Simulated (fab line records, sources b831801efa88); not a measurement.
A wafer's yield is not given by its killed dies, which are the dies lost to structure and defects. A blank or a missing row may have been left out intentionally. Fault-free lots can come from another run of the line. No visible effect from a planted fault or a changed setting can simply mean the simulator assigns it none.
Comparing a struck lot with a sound one    flow sky130    43 steps out of a route of 708
Sound: the wafers L321.1, L321.4, L321.6. Struck: wafer L311.2 (L311.3, L311.5, from the same lot, were not struck and are left out); the cause is given at the end.
At each step with rows: each side's tool, then ch and its chambers, then its first start. Under that, the readings that differ: sound wafers    struck wafers    difference of the means    sigmas: that difference in standard deviations of wafers without a fault.
alike: words and numbers the same on both sides, and readings whose means are apart by under 2 such deviations; not compared: readings that were withheld, readings missing a value for some wafer, numbers with overlapping values and no deviation given by the record, and bounds like >300 which may hide the same value.
A row with sigmas, a row that says differs or no value, or rows on one side alone: a step with any of these is where the two part. Numbers that have no deviation but don't overlap get no sigmas and don't part them. A reading that every wafer of one side lacks parts them only if that side has two wafers or more.

first, 6 steps without rows for these wafers: SKY_VIA4_HMDS_05 (prime time 60 s); SKY_VIA4_COAT_06 (resist thk 1140 nm); SKY_VIA4_SOFTBAKE_07 (time 60 s); SKY_VIA4_EXPOSE_08 (exposes mask VIM4, target cd 800 nm); SKY_VIA4_PEB_09; SKY_VIA4_DEVELOP_10 (develop time 60 s).
SKY_VIA4_OVL_MEAS_11:
  sound on overlay-02, day 47 19:35; struck on overlay-02, day 45 07:56
  alike: VIA4_OVL
then, 5 steps without rows for these wafers: SKY_VIA4_ETCH_12 (etches SiO2 in C4F8/O2/Ar, stops on TiN, target depth 580 nm); SKY_VIA4_STRIP_13 (strips in O2/N2); SKY_VIA4_STRIP_14 (strips in post etch residue remover, time 1200 s); SKY_VIA4_CLEAN_15 (cleans in IPA, time 180 s); SKY_VIA4_CLEAN_16 (cleans in O3/DIW).
SKY_VIA4_SPUTTER_17: material TiN, target thk 20 nm, time 80 s.
  sound on pvd sputter-04, day 47 20:17; struck on pvd sputter-01, day 45 08:55
  alike: throttle valve pct
SKY_VIA4_CVD_18: deposits W, target thk 505 nm, time 152.14 s.
  sound on cvd w-01 ch 0,1, day 47 20:20; struck on cvd w-02 ch 0, day 45 08:59
  alike: heater power w
SKY_VIA4_RS_MEAS_19: uses a four-point probe to measure.
  sound on film metro-03, day 47 20:30; struck on film metro-02, day 45 09:09
  alike: VIA4_W_RS
SKY_VIA4_THK_MEAS_20: measures by xrf.
  sound on film metro-03, day 47 20:37; struck on film metro-02, day 45 09:16
  alike: VIA4_W_THK
SKY_VIA4_CMP_21: polishes, stops on SiO2, t overpolish 25 s, target thk 0 nm.
  sound on cmp-01 ch 0,1,2, day 47 20:47; struck on cmp-01 ch 0, day 45 09:37
  alike: motor current A, overpolish run s, time to endpoint s
SKY_METAL5_SPUTTER_00: material Ti, target thk 15 nm, time 10 s.
  sound on pvd sputter-03, day 47 21:00; struck on pvd sputter-04, day 45 09:52
reading                 sound           struck  difference  sigmas
throttle valve pct (%)  32.5 31.4 32.0  27.4    -4.6        -4
SKY_METAL5_SPUTTER_01: material TiN, target thk 20 nm, time 16.7 s.
  sound on pvd sputter-03, day 47 21:01; struck on pvd sputter-04, day 45 09:53
reading                 sound           struck  difference  sigmas
throttle valve pct (%)  32.5 31.1 32.5  27.6    -4.4        -3
SKY_METAL5_SPUTTER_02: material AlCu, target thk 1150 nm, time 61.2 s.
  sound on pvd sputter-03, day 47 21:03; struck on pvd sputter-04, day 45 09:55
reading                 sound           struck  difference  sigmas
throttle valve pct (%)  32.5 31.4 32.1  27.7    -4.3        -4
then, 2 steps without rows for these wafers: SKY_METAL5_SPUTTER_03 (material Ti, target thk 5 nm, time 3.3 s); SKY_METAL5_SPUTTER_04 (material TiN, target thk 70 nm, time 58.3 s).
SKY_METAL5_RS_MEAS_05: uses a four-point probe to measure.
  sound on film metro-04, day 47 21:10; struck on film metro-02, day 45 10:03
  alike: METAL5_ALCU_RS
SKY_METAL5_THK_MEAS_06: measures by xrf.
  sound on film metro-04, day 47 21:17; struck on film metro-02, day 45 10:10
  alike: METAL5_ALCU_THK
then, 14 steps without rows for these wafers: SKY_METAL5_DEHYDRATE_07 (time 60 s); SKY_METAL5_HMDS_08 (prime time 60 s); SKY_METAL5_COAT_09 (resist thk 1800 nm); SKY_METAL5_SOFTBAKE_10 (time 60 s); SKY_METAL5_EXPOSE_11 (exposes mask MM5, target cd 1600 nm); SKY_METAL5_PEB_12; SKY_METAL5_DEVELOP_13 (develop time 60 s); SKY_METAL5_DESCUM_14 (chemistry O2, time 11 s); SKY_METAL5_METAL_ETCH_15 (etches the open film in Cl2/BCl3, stops on SiO2, target depth 1260 nm, time 252 s); SKY_METAL5_STRIP_16 (strips in O2/N2); SKY_METAL5_STRIP_17 (strips in post etch residue remover, time 1200 s); SKY_METAL5_CLEAN_18 (cleans in IPA, time 180 s); SKY_METAL5_CLEAN_19 (cleans in O3/DIW); SKY_PASSIVATION_CVD_00 (deposits SiO2, target thk 90 nm).
SKY_PASSIVATION_THK_MEAS_01:
  sound on film metro-04, day 48 16:28; struck on film metro-04, day 46 07:38
  alike: PASSIVATION_CVD_00_THK
then, 1 step without rows for these wafers: SKY_PASSIVATION_CVD_02 (deposits Si3N4, target thk 540 nm).
SKY_PASSIVATION_THK_MEAS_03:
  sound on film metro-03, day 48 16:46; struck on film metro-04, day 46 07:56
  alike: PASSIVATION_CVD_02_THK
then, 1 step without rows for these wafers: SKY_PASSIVATION_DEHYDRATE_04 (time 60 s).
SKY_PAD_OPEN_PROBE_99:
  sound on prober-02, day 50 06:21; struck on prober-02, day 48 01:44
reading                                sound              struck  difference  sigmas
defect limited yield (%)               84.8 82.9 81.1     75.8    -7.1        -3
killed_at_M4_up                        1 0 4              51      +49         +27
killed at front end                    16 18 24           7       -12         -3
killed dies                            75 84 93           119     +35         +3
sort_bin_5_function (%)                9.8 7.9 11.2       15.2    +5.6        +3
sort n pass                            417 408 399        373     -35         -3
sort yield pct (%)                     84.8 82.9 81.1     75.8    -7.1        -3
model.etest.tester.sort n pass         417 408 399        373     -35         
model.etest.tester.sort yield pct (%)  84.76 82.93 81.1   75.81   -7.12       
model.etest.tester.sort_bin_5_pct (%)  9.756 7.927 11.18  15.24   +5.62       
model.etest.tester.sort_bin_3_pct (%)  0.4065 1.22 1.016  1.626   +0.745      
  alike: killed_at_M0_to_M3, killed at contacts, killed at other, killed open, killed short, sort_bin_3_pad_short, sort_bin_6_memory

== WHERE THEY PART ==
First at SKY_METAL5_SPUTTER_00; last, within this record, at SKY_PAD_OPEN_PROBE_99.

WHY: the cause the simulator had injected
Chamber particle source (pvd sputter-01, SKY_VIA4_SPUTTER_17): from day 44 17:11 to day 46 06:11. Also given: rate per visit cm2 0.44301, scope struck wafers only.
